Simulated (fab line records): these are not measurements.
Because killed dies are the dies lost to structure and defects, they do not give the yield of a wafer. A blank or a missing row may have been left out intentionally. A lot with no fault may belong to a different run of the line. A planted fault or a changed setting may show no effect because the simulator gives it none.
fab line records + flow sky130
record:
- lots: 6
- wafers: 17
- last-day: 49
route steps=708 shown METAL1@455 VIA1@458 PAD_OPEN@708
lots with no fault: from the same line, run without faults
start-h: start of the lot's first displayed wafer, in hours after the record's first day + wait-h: hours since the lot's step before + " repeats the value in the row above + L1.1+2: one row covering several wafers at once + - value missing, or start not given + * or withheld: withheld + < > ~ a bound
route shown NAME@n: a module of which the file shows steps, and the number in the route of the first + usual: the fault-free wafers' mean and standard deviation + same: alike in all rows + chamber/n: place in a boat + sites: per-site readings + _std_site: the values' standard deviation + _edge_site: the outer-site mean with the inner-site mean subtracted + radius-mm: for every site, how far away it sits from the centre of the wafer + mask NAME#n: copy n + behind: tool/chamber where the wafer was last shaped + hold: what put the lot on hold/how long, in hours/how the hold closed + device: the n, p or np transistor that did not switch + end of line: the same wafers' tests at the end of the route + a step given without rows: its recipe and nothing more + killed: count of dies lost to structure and defects at first sort (not the wafer's yield) + map: a wafer's dies, x killed, . not, _ none there
set.NAME: the setting as run; set.NAME@STEP: as run at that earlier step + model.NAME: the simulator's own value behind a step, which no gauge read
lots at some steps of the route; a table a step, a row a wafer
services: from which hour (start-h, from the record's first day; less than 0 if before it) a tool's chamber was out of use, for how many hours, and why
== steps ==
step: SKY_METAL1_STRIP_21
recipe:
- chemistry: post-etch-residue-remover
- time-s: 1200
- temp-c: 72.5
step: SKY_METAL1_CLEAN_22
recipe:
- chemistry: IPA
- time-s: 180
- temp-c: 25
step: SKY_METAL1_CLEAN_23
recipe:
- chemistry: O3/DIW
- dry: n2-spin
step: SKY_VIA1_HDPCVD_00
recipe:
- material: SiO2
- target-thk-nm: 1030
- sigma-open-frac: 0.3
- time-s: 171.7
- temp-c: 400
- sih4-flow-sccm: 60
- pressure-mtorr: 6
step: SKY_VIA1_THK_MEAS_01
recipe:
- reads: SiO2_of_VIA1_HDPCVD_00
usual:
- VIA1_HDPCVD_THK: 1027/9.6
| lot.wafer | tool          | chamber | start-h | wait-h | VIA1_HDPCVD_THK[nm] |
|-----------|---------------|---------|---------|--------|---------------------|
| L899.2    | film-metro-01 | -       | 776.67  | 0.1    | 1025                |
| L899.3    | "             | -       | "       | "      | 1028                |
| L899.4    | "             | -       | "       | "      | 1021                |
| L898.2    | film-metro-01 | -       | 778.02  | 0.1    | 1033                |
| L898.3    | "             | -       | "       | "      | 1036                |
| L898.6    | "             | -       | "       | "      | 1032                |
| L902.1    | film-metro-04 | -       | 811.62  | 0.1    | 1030                |
| L902.3    | "             | -       | "       | "      | 1027                |
| L902.6    | "             | -       | "       | "      | 1024                |
| L909.1    | film-metro-04 | -       | 854.56  | 0.1    | 1021                |
| L909.5    | "             | -       | "       | "      | 1028                |
| L909.6    | "             | -       | "       | "      | 1030                |
| L915.2    | film-metro-01 | -       | 900.76  | 0.1    | 1035                |
| L915.4    | "             | -       | "       | "      | 1017                |
| L917.2    | film-metro-01 | -       | 917.27  | 0.1    | 1027                |
| L917.5    | "             | -       | "       | "      | 1027                |
| L917.6    | "             | -       | "       | "      | 1037                |
step: SKY_VIA1_CMP_02
recipe:
- material: SiO2
- down-force-psi: 4
- platen-rpm: 60
- pad-velocity-m-s: 0.94248
usual:
- motor-current-A: 12.5/1
| lot.wafer | tool   | chamber | start-h | wait-h | motor-current-A |
|-----------|--------|---------|---------|--------|-----------------|
| L899.3    | cmp-01 | 3       | 776.77  | 0.1    | 12.7            |
| L899.4    | "      | 0       | "       | "      | 13.1            |
| L899.2    | "      | 1       | "       | "      | 11.9            |
| L898.3    | cmp-02 | 2       | 778.07  | 0.0    | 13.8            |
| L898.2    | "      | 0       | "       | "      | 11.1            |
| L898.6    | "      | 2       | "       | "      | 13.4            |
| L902.1    | cmp-01 | 3       | 811.73  | 0.1    | 12.6            |
| L902.3    | "      | 1       | "       | "      | 12.5            |
| L902.6    | "      | 2       | "       | "      | 12.0            |
| L909.1    | cmp-02 | 1       | 854.77  | 0.2    | 11.5            |
| L909.5    | "      | 2       | "       | "      | 14.2            |
| L909.6    | "      | 3       | "       | "      | 13.5            |
| L915.4    | cmp-01 | 1       | 900.86  | 0.1    | 12.7            |
| L915.2    | "      | 3       | "       | "      | 11.3            |
| L917.2    | cmp-02 | 3       | 917.37  | 0.1    | 13.1            |
| L917.6    | "      | 2       | "       | "      | 14.7            |
| L917.5    | "      | 3       | "       | "      | 12.9            |
step: SKY_VIA1_BOW_MEAS_03
recipe:
- mode: bow
usual:
- VIA1_BOW: 80/6.8
| lot.wafer | tool          | chamber | start-h | wait-h | VIA1_BOW[um] |
|-----------|---------------|---------|---------|--------|--------------|
| L899.2    | film-metro-01 | -       | 777.08  | 0.2    | 86           |
| L899.3    | "             | -       | "       | "      | 83           |
| L899.4    | "             | -       | "       | "      | 78           |
| L898.2    | film-metro-01 | -       | 778.39  | 0.2    | 80           |
| L898.3    | "             | -       | "       | "      | 82           |
| L898.6    | "             | -       | "       | "      | 82           |
| L902.1    | film-metro-01 | -       | 811.98  | 0.2    | 79           |
| L902.3    | "             | -       | "       | "      | 75           |
| L902.6    | "             | -       | "       | "      | 71           |
| L909.1    | film-metro-03 | -       | 854.92  | 0.1    | 67           |
| L909.5    | "             | -       | "       | "      | 83           |
| L909.6    | "             | -       | "       | "      | 75           |
| L915.2    | film-metro-04 | -       | 901.13  | 0.1    | 78           |
| L915.4    | "             | -       | "       | "      | 79           |
| L917.2    | film-metro-04 | -       | 917.64  | 0.2    | 81           |
| L917.5    | "             | -       | "       | "      | 82           |
| L917.6    | "             | -       | "       | "      | 84           |
step: SKY_VIA1_DEHYDRATE_04
recipe:
- temp-c: 200
- time-s: 60
step: SKY_VIA1_HMDS_05
recipe:
- prime-time-s: 60
- prime-temp-c: 120
step: SKY_VIA1_COAT_06
recipe:
- resist: BARC
- temp-c: withheld
- time-s: withheld
- spin-rpm: 3000
- resist-thk-nm: 60
step: SKY_VIA1_COAT_07
recipe:
- resist: KrF-thick
- spin-rpm: 3000
- resist-thk-nm: 450
step: SKY_VIA1_SOFTBAKE_08
recipe:
- temp-c: 100
- time-s: 90
- resist: KrF-thick
step: SKY_VIA1_EXPOSE_09
recipe:
- mask-id: VIM
- na: 0.8
- source-shape: annular
- sigma-inner: 0.55
- sigma-outer: 0.85
- target-cd-nm: 150
- dose-mj: 38
| lot.wafer  | tool           | chamber | start-h | wait-h | mask  |
|------------|----------------|---------|---------|--------|-------|
| L899.2+3+4 | krf-scanner-01 | 0       | 790.08  | -      | VIM#0 |
| L898.2+3+6 | krf-scanner-01 | 0       | 791.67  | -      | VIM#0 |
| L902.1+3+6 | krf-scanner-01 | 0       | 825.12  | -      | VIM#0 |
| L909.1+5+6 | krf-scanner-02 | 0       | 868.76  | -      | VIM#0 |
| L915.2+4   | krf-scanner-02 | 0       | 914.34  | -      | VIM#0 |
| L917.2+5+6 | krf-scanner-02 | 0       | 930.34  | -      | VIM#0 |
step: SKY_VIA1_PEB_10
recipe:
- peb-temp-c: withheld
- peb-time-s: withheld
- resist: KrF-thick
step: SKY_VIA1_DEVELOP_11
recipe:
- develop-time-s: 60
- resist: KrF-thick
- dev-temp-c: 21
step: SKY_VIA1_CD_MEAS_12
recipe:
- target-cd-nm: 150
usual:
- cd-nm: 150.5/1.8
| lot.wafer | tool      | chamber | start-h | wait-h | cd-nm |
|-----------|-----------|---------|---------|--------|-------|
| L899.2    | cd-sem-02 | -       | 803.17  | -      | 147.5 |
| L899.3    | "         | -       | "       | "      | 146.7 |
| L899.4    | "         | -       | "       | "      | 149.7 |
| L898.2    | cd-sem-01 | -       | 805.02  | -      | 149.1 |
| L898.3    | "         | -       | "       | "      | 147.3 |
| L898.6    | "         | -       | "       | "      | 147.3 |
| L902.1    | cd-sem-02 | -       | 838.50  | -      | 149.8 |
| L902.3    | "         | -       | "       | "      | 150.9 |
| L902.6    | "         | -       | "       | "      | 151.6 |
| L909.1    | cd-sem-02 | -       | 881.03  | -      | 150.0 |
| L909.5    | "         | -       | "       | "      | 152.6 |
| L909.6    | "         | -       | "       | "      | 149.9 |
| L915.2    | cd-sem-02 | -       | 926.47  | -      | 78.7  |
| L915.4    | "         | -       | "       | "      | 150.2 |
| L917.2    | cd-sem-02 | -       | 942.24  | -      | 80.0  |
| L917.5    | "         | -       | "       | "      | 79.0  |
| L917.6    | "         | -       | "       | "      | 147.6 |
step: SKY_VIA1_OVL_MEAS_13
usual:
- VIA1_OVL: -1/5
| lot.wafer | tool       | chamber | start-h | wait-h | VIA1_OVL[nm] |
|-----------|------------|---------|---------|--------|--------------|
| L899.2    | overlay-01 | -       | 803.27  | 0.1    | 4            |
| L899.3    | "          | -       | "       | "      | -5           |
| L899.4    | "          | -       | "       | "      | 3            |
| L898.2    | overlay-01 | -       | 805.12  | 0.1    | 2            |
| L898.3    | "          | -       | "       | "      | -7           |
| L898.6    | "          | -       | "       | "      | -4           |
| L902.1    | overlay-02 | -       | 838.62  | 0.1    | -11          |
| L902.3    | "          | -       | "       | "      | 3            |
| L902.6    | "          | -       | "       | "      | -5           |
| L909.1    | overlay-02 | -       | 881.15  | 0.1    | 8            |
| L909.5    | "          | -       | "       | "      | 7            |
| L909.6    | "          | -       | "       | "      | 3            |
| L915.2    | overlay-02 | -       | 926.57  | 0.1    | -11          |
| L915.4    | "          | -       | "       | "      | -1           |
| L917.2    | overlay-02 | -       | 942.34  | 0.1    | 7            |
| L917.5    | "          | -       | "       | "      | 1            |
| L917.6    | "          | -       | "       | "      | 4            |
step: SKY_VIA1_ETCH_14
recipe:
- chemistry: N2/H2
- target: BARC
- ion-energy-ev: 200
- source-w: 500
- bias-w: 100
- pressure-mtorr: 30
- n2-flow-sccm: 100
- h2-flow-sccm: 200
- stop-on: SiO2
- time-s: 45.9
- target-depth-a: 600
usual:
- drypump-motor-current-A: 6.1/0.46
- oes-product-au: 0.855/0.0048
- throttle-valve-pct: 13.225/0.009
same:
- time-s: 45.9
| lot.wafer | tool        | chamber | start-h | wait-h | drypump-motor-current-A | oes-product-au | rf-hours-counter-h | throttle-valve-pct | model.VIA1.cd-nm |
|-----------|-------------|---------|---------|--------|-------------------------|----------------|--------------------|--------------------|------------------|
| L899.2    | rie-diel-04 | 3       | 803.30  | 0.0    | 6.7                     | 0.865          | 5                  | 13.225             | 147.9            |
| L899.3    | "           | 1       | "       | "      | 6.7                     | 0.848          | 26                 | 13.227             | 147.4            |
| L899.4    | "           | 2       | "       | "      | 5.5                     | 0.856          | 37                 | 13.230             | 149.5            |
| L898.2    | rie-diel-04 | 2       | 805.15  | 0.0    | 5.5                     | 0.854          | 37                 | 13.225             | 148.6            |
| L898.3    | "           | 0       | "       | "      | 6.4                     | 0.845          | 3                  | 13.248             | 147              |
| L898.6    | "           | 1       | "       | "      | 6.7                     | 0.851          | -                  | 13.230             | 147.3            |
| L902.1    | rie-diel-01 | 1       | 838.65  | 0.0    | 5.4                     | 0.859          | 11                 | 13.213             | 149.9            |
| L902.3    | "           | 0       | "       | "      | 6.2                     | 0.852          | 23                 | 13.224             | 151.4            |
| L902.6    | "           | 1       | "       | "      | 5.4                     | 0.854          | -                  | 13.223             | 151.8            |
| L909.1    | rie-diel-01 | 0       | 881.19  | 0.0    | 6.2                     | 0.854          | 0                  | 13.229             | 149.9            |
| L909.5    | "           | 0       | "       | "      | 6.3                     | 0.859          | -                  | 13.226             | 152.2            |
| L909.6    | "           | 3       | "       | "      | 6.4                     | 0.854          | -                  | 13.205             | 149.8            |
| L915.2    | rie-diel-02 | 0       | 926.60  | 0.0    | 6.0                     | 0.855          | 6                  | 13.231             | 79.11            |
| L915.4    | "           | 3       | "       | "      | 6.2                     | 0.857          | 7                  | 13.223             | 150.7            |
| L917.2    | rie-diel-01 | 1       | 942.37  | 0.0    | 5.4                     | 0.855          | 14                 | 13.229             | 80.15            |
| L917.5    | "           | 0       | "       | "      | 6.2                     | 0.863          | -                  | 13.225             | 79.3             |
| L917.6    | "           | 3       | "       | "      | 6.4                     | 0.861          | -                  | 13.231             | 147.8            |
step: SKY_VIA1_ETCH_15
recipe:
- target: SiO2
- chemistry: C4F8/O2/Ar
- target-depth-nm: 351
- stop-on: TiN
- mask-material: KrF-thick
- source-w: 1500
- bias-w: 1200
- pressure-mtorr: 40
- c4f8-flow-sccm: withheld
- O2_flow_sccm: 6
- Ar_flow_sccm: 300
- time-s: 54
usual:
- oes-product-au: 0.981/0.0052
same:
- time-s: 54
| lot.wafer | tool        | chamber | start-h | wait-h | oes-product-au | rf-hours-counter-h |
|-----------|-------------|---------|---------|--------|----------------|--------------------|
| L899.2    | rie-diel-04 | 3       | 803.34  | 0.0    | 0.989          | 5                  |
| L899.3    | "           | 1       | "       | "      | 0.977          | 26                 |
| L899.4    | "           | 2       | "       | "      | 0.981          | 37                 |
| L898.2    | rie-diel-04 | 2       | 805.19  | 0.0    | 0.976          | 37                 |
| L898.3    | "           | 0       | "       | "      | 0.972          | 3                  |
| L898.6    | "           | 1       | "       | "      | 0.988          | -                  |
| L902.1    | rie-diel-01 | 1       | 838.69  | 0.0    | 0.977          | 11                 |
| L902.3    | "           | 0       | "       | "      | 0.985          | 23                 |
| L902.6    | "           | 1       | "       | "      | 0.971          | -                  |
| L909.1    | rie-diel-01 | 0       | 881.23  | 0.0    | 0.986          | 0                  |
| L909.5    | "           | 0       | "       | "      | 0.980          | -                  |
| L909.6    | "           | 3       | "       | "      | 0.986          | -                  |
| L915.2    | rie-diel-02 | 0       | 926.65  | 0.0    | 0.991          | 6                  |
| L915.4    | "           | 3       | "       | "      | 0.979          | 7                  |
| L917.2    | rie-diel-01 | 1       | 942.41  | 0.0    | 0.968          | 14                 |
| L917.5    | "           | 0       | "       | "      | 0.987          | -                  |
| L917.6    | "           | 3       | "       | "      | 0.989          | -                  |
step: SKY_PAD_OPEN_PROBE_99
usual:
- defect-limited-yield: 82.8/2
- killed_at_M0_to_M3: 42/7.3
- killed_at_M4_up: 3.2/1.8
- killed-at-contacts: 25/5.2
- killed-at-front-end: 15/4.6
- killed-at-other: 0.3/0.62
- killed-dies: 85/9.9
- killed-on-rim: 17/3.9
- killed-open: 46/7.1
- killed-short: 38/5.7
- sort_bin_3_pad_short: 0.9/0.42
- sort_bin_5_function: 10.0/1.5
- sort_bin_6_memory: 6.3/1.2
- sort-n-pass: 407/9.9
- sort-yield-pct: 82.8/2
same:
- gross-dies: 492
- killed-at-back-side: 0
- sort_bin_4_leakage[%]: 0
- sort_bin_8_speed[%]: 0
| lot.wafer | tool      | chamber | start-h | wait-h | defect-limited-yield[%] | killed_at_M0_to_M3 | killed_at_M4_up | killed-at-contacts | killed-at-front-end | killed-at-other | killed-dies | killed-on-rim | killed-open | killed-short | sort_bin_3_pad_short[%] | sort_bin_5_function[%] | sort_bin_6_memory[%] | sort-n-pass | sort-yield-pct[%] |
|-----------|-----------|---------|---------|--------|-------------------------|--------------------|-----------------|--------------------|---------------------|-----------------|-------------|---------------|-------------|--------------|-------------------------|------------------------|----------------------|-------------|-------------------|
| L898.2    | prober-02 | -       | 1086.17 | 0.1    | 81.9                    | 41                 | 2               | 26                 | 20                  | 0               | 89          | 20            | 46          | 43           | 0.6                     | 11.8                   | 5.7                  | 403         | 81.9              |
| L898.3    | prober-02 | -       | 1086.22 | 0.2    | 82.9                    | 34                 | 2               | 33                 | 15                  | 0               | 84          | 13            | 46          | 38           | 1.6                     | 8.9                    | 6.5                  | 408         | 82.9              |
| L898.6    | prober-02 | -       | 1086.37 | 0.2    | 83.5                    | 38                 | 2               | 25                 | 16                  | 0               | 81          | 16            | 48          | 33           | 0.4                     | 10.0                   | 6.1                  | 411         | 83.5              |
| L902.1    | prober-01 | -       | 1110.79 | 0.1    | 80.5                    | 58                 | 1               | 25                 | 11                  | 1               | 96          | 17            | 55          | 41           | 1.4                     | 11.0                   | 7.1                  | 396         | 80.5              |
| L902.3    | prober-01 | -       | 1110.89 | 0.2    | 81.3                    | 43                 | 8               | 30                 | 11                  | 0               | 92          | 17            | 55          | 35           | 0.6                     | 10.4                   | 7.7                  | 400         | 81.3              |
| L902.6    | prober-01 | -       | 1111.04 | 0.2    | 82.5                    | 42                 | 3               | 30                 | 10                  | 1               | 86          | 18            | 41          | 44           | 1.0                     | 11.2                   | 5.3                  | 406         | 82.5              |
| L909.1    | prober-02 | -       | 1142.99 | 0.1    | 83.9                    | 45                 | 4               | 24                 | 6                   | 0               | 79          | 21            | 45          | 34           | 1.0                     | 10.2                   | 4.9                  | 413         | 83.9              |
| L909.5    | prober-02 | -       | 1143.19 | 0.2    | 82.7                    | 43                 | 3               | 25                 | 12                  | 2               | 85          | 15            | 43          | 42           | 0.6                     | 11.2                   | 5.5                  | 407         | 82.7              |
| L909.6    | prober-02 | -       | 1143.24 | 0.2    | 86.2                    | 35                 | 4               | 21                 | 7                   | 1               | 68          | 16            | 34          | 34           | 0.4                     | 8.1                    | 5.3                  | 424         | 86.2              |
| L915.2    | prober-02 | -       | 1177.12 | 0.1    | 0                       | 447                | 3               | 27                 | 15                  | 0               | 492         | 96            | 48          | 36           | 0.6                     | 91.3                   | 8.1                  | 0           | 0                 |
| L915.4    | prober-02 | -       | 1177.22 | 0.2    | 85.2                    | 45                 | 1               | 17                 | 10                  | 0               | 73          | 18            | 40          | 33           | 0.8                     | 8.1                    | 5.9                  | 419         | 85.2              |
| L917.2    | prober-02 | -       | 1186.79 | 0.1    | 0                       | 451                | 1               | 23                 | 16                  | 1               | 492         | 96            | 43          | 44           | 1.0                     | 90.4                   | 8.5                  | 0           | 0                 |
| L917.5    | prober-02 | -       | 1186.94 | 0.2    | 0                       | 437                | 5               | 30                 | 20                  | 0               | 492         | 96            | 46          | 49           | 0.8                     | 90.0                   | 9.1                  | 0           | 0                 |
killed by level:class
L898.2 VIA1:geometric-particle:open=11 CONTACT:geometric-particle:open=9 CONTACT:geometric-particle:short=7 FIELD_ISO:geometric-particle:short=6 POLY_GATE:geometric-particle:short=5 VIA3:geometric-particle:open=5 METAL2:geometric-particle:short=5 METAL3:geometric-particle:short=5
L898.3 LI_CONTACT:geometric-particle:open=12 CONTACT:geometric-particle:open=11 VIA1:geometric-particle:open=9 CONTACT:geometric-particle:short=7 METAL1:geometric-particle:short=7 FIELD_ISO:geometric-particle:short=4 POLY_GATE:geometric-particle:short=4 POLY_GATE:geometric-particle:open=4
L898.6 VIA1:geometric-particle:open=10 CONTACT:geometric-particle:short=9 CONTACT:geometric-particle:open=8 VIA3:geometric-particle:open=8 METAL1:geometric-particle:short=6 LI_CONTACT:geometric-particle:open=4 LOCAL_INTERCONNECT:geometric-particle:short=4 FIELD_ISO:geometric-particle:open=3
L902.1 VIA1:geometric-particle:open=14 CONTACT:geometric-particle:open=13 VIA3:geometric-particle:open=11 METAL1:geometric-particle:short=7 VIA2:geometric-particle:open=7 METAL2:geometric-particle:short=6 VIA1:geometric-particle:short=5 SPACER:geometric-particle:short=4
L902.3 VIA1:geometric-particle:open=13 LI_CONTACT:geometric-particle:open=11 VIA2:geometric-particle:open=8 FIELD_ISO:geometric-particle:open=5 CONTACT:geometric-particle:short=5 METAL2:geometric-particle:short=5 METAL4:geometric-particle:short=5 LOCAL_INTERCONNECT:geometric-particle:short=4
L902.6 VIA1:geometric-particle:open=11 CONTACT:geometric-particle:open=8 LI_CONTACT:geometric-particle:open=7 LI_CONTACT:geometric-particle:short=6 VIA1:geometric-particle:short=6 METAL1:geometric-particle:short=5 CONTACT:geometric-particle:short=5 VIA2:geometric-particle:open=5
L909.1 CONTACT:geometric-particle:open=9 VIA1:geometric-particle:open=9 METAL2:geometric-particle:short=8 VIA2:geometric-particle:open=7 LI_CONTACT:geometric-particle:open=5 CONTACT:geometric-particle:short=5 VIA3:geometric-particle:short=5 VIA3:geometric-particle:open=5
L909.5 VIA1:geometric-particle:open=9 VIA2:geometric-particle:open=8 LI_CONTACT:geometric-particle:open=7 CONTACT:geometric-particle:open=7 VIA3:geometric-particle:open=6 LOCAL_INTERCONNECT:geometric-particle:short=5 VIA1:geometric-particle:short=5 LI_CONTACT:geometric-particle:short=4
L909.6 VIA1:geometric-particle:open=9 VIA2:geometric-particle:open=7 CONTACT:geometric-particle:open=6 METAL2:geometric-particle:short=6 CONTACT:geometric-particle:short=5 LI_CONTACT:geometric-particle:short=5 METAL4:geometric-particle:short=4 LI_CONTACT:geometric-particle:open=3
L915.2 VIA1:area-expose=408 VIA1:geometric-particle:open=15 LI_CONTACT:geometric-particle:open=10 CONTACT:geometric-particle:open=9 POLY_GATE:geometric-particle:short=5 VIA1:geometric-particle:short=5 METAL2:geometric-particle:short=4 VIA3:geometric-particle:open=4
L915.4 METAL1:geometric-particle:short=12 CONTACT:geometric-particle:open=9 VIA1:geometric-particle:open=9 VIA3:geometric-particle:open=7 SPACER:geometric-particle:open=4 VIA3:geometric-particle:short=4 CONTACT:geometric-particle:short=3 METAL2:geometric-particle:short=3
L917.2 VIA1:area-expose=404 CONTACT:geometric-particle:open=9 METAL2:geometric-particle:short=7 CONTACT:geometric-particle:short=6 VIA3:geometric-particle:open=6 METAL1:geometric-particle:short=6 VIA1:geometric-particle:open=6 FIELD_ISO:geometric-particle:short=5
L917.5 VIA1:area-expose=396 LI_CONTACT:geometric-particle:open=10 VIA1:geometric-particle:open=10 VIA3:geometric-particle:open=7 CONTACT:geometric-particle:open=7 CONTACT:geometric-particle:short=7 LOCAL_INTERCONNECT:geometric-particle:short=6 VIA1:geometric-particle:short=6
map L915.2 (x killed, . not)
__________xxxxxxxxxx_________
________xxxxxxxxxxxxxx_______
______xxxxxxxxxxxxxxxxxx_____
_____xxxxxxxxxxxxxxxxxxxx____
____xxxxxxxxxxxxxxxxxxxxxx___
___xxxxxxxxxxxxxxxxxxxxxxxx__
__xxxxxxxxxxxxxxxxxxxxxxxxxx_
_xxxxxxxxxxxxxxxxxxxxxxxxxxxx
_xxxxxxxxxxxxxxxxxxxxxxxxxxxx
_xxxxxxxxxxxxxxxxxxxxxxxxxxxx
_xxxxxxxxxxxxxxxxxxxxxxxxxxxx
_xxxxxxxxxxxxxxxxxxxxxxxxxxxx
_xxxxxxxxxxxxxxxxxxxxxxxxxxxx
_xxxxxxxxxxxxxxxxxxxxxxxxxxxx
_xxxxxxxxxxxxxxxxxxxxxxxxxxxx
__xxxxxxxxxxxxxxxxxxxxxxxxxx_
___xxxxxxxxxxxxxxxxxxxxxxxx__
____xxxxxxxxxxxxxxxxxxxxxx___
_____xxxxxxxxxxxxxxxxxxxx____
______xxxxxxxxxxxxxxxxxx_____
________xxxxxxxxxxxxxx_______
__________xxxxxxxxxx_________
map L917.2 (x killed, . not)
__________xxxxxxxxxx_________
________xxxxxxxxxxxxxx_______
______xxxxxxxxxxxxxxxxxx_____
_____xxxxxxxxxxxxxxxxxxxx____
____xxxxxxxxxxxxxxxxxxxxxx___
___xxxxxxxxxxxxxxxxxxxxxxxx__
__xxxxxxxxxxxxxxxxxxxxxxxxxx_
_xxxxxxxxxxxxxxxxxxxxxxxxxxxx
_xxxxxxxxxxxxxxxxxxxxxxxxxxxx
_xxxxxxxxxxxxxxxxxxxxxxxxxxxx
_xxxxxxxxxxxxxxxxxxxxxxxxxxxx
_xxxxxxxxxxxxxxxxxxxxxxxxxxxx
_xxxxxxxxxxxxxxxxxxxxxxxxxxxx
_xxxxxxxxxxxxxxxxxxxxxxxxxxxx
_xxxxxxxxxxxxxxxxxxxxxxxxxxxx
__xxxxxxxxxxxxxxxxxxxxxxxxxx_
___xxxxxxxxxxxxxxxxxxxxxxxx__
____xxxxxxxxxxxxxxxxxxxxxx___
_____xxxxxxxxxxxxxxxxxxxx____
______xxxxxxxxxxxxxxxxxx_____
________xxxxxxxxxxxxxx_______
__________xxxxxxxxxx_________
== services ==
| tool           | chamber | start-h | hours | kind   |
|----------------|---------|---------|-------|--------|
| cmp-02         | -       | 755.75  | 0.5   | repair |
| rie-diel-04    | -       | 772.19  | 1.5   | repair |
| cmp-02         | -       | 773.42  | 0.5   | repair |
| rie-diel-01    | -       | 789.52  | 0.8   | repair |
| rie-diel-01    | -       | 791.56  | 14.6  | pm     |
| cmp-02         | -       | 799.78  | 2.7   | repair |
| rie-diel-04    | 3       | 803.63  | 8.8   | repair |
| krf-scanner-01 | -       | 804.42  | 19.0  | repair |
| krf-scanner-01 | -       | 823.44  | 1.3   | pm     |
| cmp-02         | -       | 824.61  | 0.4   | repair |
| cmp-02         | -       | 826.13  | 1.7   | repair |
| rie-diel-01    | 0       | 838.88  | 2.8   | repair |
| rie-diel-04    | 3       | 854.77  | 7.2   | repair |
| cmp-02         | -       | 858.63  | 2.8   | repair |
| cmp-02         | -       | 879.40  | 0.7   | repair |
| cmp-02         | -       | 885.99  | 1.0   | repair |
| krf-scanner-01 | -       | 896.00  | 0.8   | pm     |
| rie-diel-01    | 3       | 898.44  | 33.1  | repair |
| rie-diel-04    | -       | 905.35  | 0.6   | repair |
| cmp-02         | -       | 912.29  | 4.0   | pm     |
| krf-scanner-01 | -       | 913.66  | 1.0   | pm     |
| krf-scanner-01 | -       | 928.39  | 2.1   | repair |
| rie-diel-01    | 2       | 936.08  | 7.8   | repair |
| rie-diel-04    | -       | 936.89  | 0.9   | repair |
== key ==
first-sign:
- step: SKY_VIA1_CD_MEAS_12
- reading: cd-nm
- direction: down
- sigmas: 40
- usual: 150.5
- struck: 79.2
effect:
- step: SKY_PAD_OPEN_PROBE_99
- reading: killed_at_M0_to_M3
- direction: up
- sigmas: 55
- usual: 42
- struck: 445
model-effect:
- step: SKY_VIA1_ETCH_14
- value: VIA1.cd-nm
- without: 149.3
- struck: 79.52
more-kills-born-at:
- SKY_VIA1_EXPOSE_09@krf-scanner-02: 1209
met-at SKY_VIA1_EXPOSE_09
struck-wafers L915.2,L917.2,L917.5
later-rows-left-out L915.2,L917.2,L917.5
onset-between 868.76 914.34
fault:
- kind: process-parameter-drift
- tool: krf-scanner-02
- chamber: -
- onset-h: 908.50
- steps: SKY_VIA1_EXPOSE_09
- channel: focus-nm
- offset: 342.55
- shape: step
- end-h: 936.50
- scope: struck-wafers-only
later-rows-left-out: the simulator's readings of these wafers behind a module that went badly wrong aren't trusted and aren't shown, but for the sort
